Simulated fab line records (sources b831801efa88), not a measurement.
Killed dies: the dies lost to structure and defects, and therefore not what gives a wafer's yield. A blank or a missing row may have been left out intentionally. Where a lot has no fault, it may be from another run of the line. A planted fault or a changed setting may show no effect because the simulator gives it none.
Chamber matching    flow gf180mcu    GF_V1_CMP_26 on cmp-02 has 4 sister chambers
The step polishes, stops on SiO2, t overpolish 15 s, target thk 0 nm. 4 wafers are shown with their chamber, then 7 later ones without.

WAFERS WITH THEIR CHAMBER
wafer   chamber  motor-current-A (A)
L936.4  0        8.6
L936.5  2        11.0
L938.2  1        11.6
L938.3  3        11.8

WAFERS WITHOUT THEIR CHAMBER
wafer   motor-current-A (A)
L938.6  8.9
L951.1  12.1
L951.2  11.8
L951.6  11.2
L955.1  11.8
L955.2  11.0
L955.3  8.8

WHICH CHAMBER EACH ONE RAN IN
wafer   from the rows above      in truth
L938.6  0                        0
L951.1  can't be placed: 3 or 1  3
L951.2  can't be placed: 3 or 1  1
L951.6  can't be placed: 2 or 1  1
L955.1  can't be placed: 3 or 1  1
L955.2  2                        2
L955.3  0                        0
Correct placement for 3 of the 7. Not placeable from these rows: 4 (in 4, the candidates include the true chamber). Placed wrongly: 0.
How it was worked out, from the rows above alone: a wafer's distance from a chamber is the root of the sum, over the readings, of the square of ((its reading less the chamber's mean) divided by the reading's scatter). The wafer belongs to the nearest chamber; if the next one is less than 2 further off, it can't be placed. The mean given for a chamber averages the wafers shown for that chamber. The scatter (one wafer shown for each chamber): square how far every hidden wafer sits from the nearest shown wafer, average those squares and take the square root.
